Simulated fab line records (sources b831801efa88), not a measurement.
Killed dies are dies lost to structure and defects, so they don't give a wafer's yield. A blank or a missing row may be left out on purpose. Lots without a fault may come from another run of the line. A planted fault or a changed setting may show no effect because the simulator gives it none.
The same fault as seen by 2 desks | flow sky130 | every desk sees just its own numbers, and what lay behind them comes last

THE METROLOGY DESK
What the gauges read for every lot (on any tool): the sampled wafers with a number, averaged. The brackets show how far a lot's mean lies from the usual mean; more than 4 standard deviations puts the lot out of limits, marked OUT.
Columns: A = VT_ADJUST_HVTR_OVL at SKY_VT_ADJUST_HVTR_OVL_MEAS_08, usual -0.2 nm; B = SONOS_TUNNEL_OVL at SKY_SONOS_TUNNEL_OVL_MEAS_08, usual 0.5 nm; C = LDD_HVN_OVL at SKY_LDD_HVN_OVL_MEAS_07, usual 1.0 nm; D = LDD_HVP_TW at SKY_LDD_HVP_TW_MEAS_10, usual 458
lot  | first seen here | A    | B    | C    | D
L152 | day 9 13:16     | -0.8 | -0.3 | 0.1  | 453
L153 | day 9 19:33     | -0.3 | -0.1 | 1.4  | 461
L154 | day 10 00:50    | 1.3  | -0.5 | 1.4  | 459
L159 | day 11 13:57    | -3.6 | 2.5  | 2.3  | 478 (+5.7) OUT
L161 | day 12 04:49    | 1.1  | -1.0 | -0.2 | 468
L162 | day 12 14:10    | 0.9  | -0.3 | 3.0  | 471
L166 | day 13 19:08    | 2.1  | 0.5  | 0.7  | 457
L168 | day 14 09:27    | -3.0 | 2.0  | -0.4 | 456
L169 | day 14 21:17    | 0.4  | -0.2 | 0.5  | 458
L170 | day 14 23:01    | -0.5 | -0.2 | -0.5 | 462
L171 | day 15 10:38    | -0.6 | 2.0  | 1.7  | 452
L172 | day 15 11:56    | 1.0  | 1.1  | -1.5 | 463
L174 | day 16 05:32    | -0.1 | -0.2 | -0.4 | 453
L175 | day 16 13:27    | -1.2 | 2.0  | 1.9  | 452
Finding of this desk: L159 out of limits, first seen on L159 at day 24 08:01 (LDD_HVP_TW at SKY_LDD_HVP_TW_MEAS_10). L152, L153, L154, L161, L162, L166, L168, L169, L170, L171, L172, L174, L175: within limits.

TOOL OWNER'S DESK, implanter-03
SKY_LDD_HVP_IMPLANT_08, tool's own readings: per-lot mean of the sampled wafers with a number, covering each lot this tool ran. The brackets show how far a lot's mean lies from the usual mean; more than 4 standard deviations puts the lot out of limits, marked OUT.
Columns: A = beam_on_s at SKY_LDD_HVP_IMPLANT_08, usual 10.01 s; B = faraday_current_uA at SKY_LDD_HVP_IMPLANT_08, usual 95.7
lot  | first seen here | A                | B
L159 | day 24 07:49    | 11.38 (+6.5) OUT | 84.5 (-5.6) OUT
L161 | day 25 01:22    | 10.55            | 90.8
L162 | day 25 12:28    | 10.68            | 90.0
L172 | day 28 12:53    | 10.06            | 95.3
Finding of this desk: L159 out of limits; the first was L159 at day 24 07:49, on beam_on_s at SKY_LDD_HVP_IMPLANT_08. L161, L162, L172: within limits.

PUT TOGETHER
On L159, at day 24 07:49, an alarm was possible from the tool owner's desk.
Metrology desk: alarm possible at day 24 08:01 on L159.
Every lot named ran SKY_LDD_HVP_IMPLANT_08 on implanter-03.

WHAT THE SIMULATOR PUT IN
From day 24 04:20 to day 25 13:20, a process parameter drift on implanter-03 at SKY_LDD_HVP_IMPLANT_08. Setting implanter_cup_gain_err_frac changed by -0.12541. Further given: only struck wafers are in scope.
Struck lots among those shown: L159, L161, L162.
Fault start to first reading out of limits, in hours, per desk: tool owner, 3; metrology, 4.
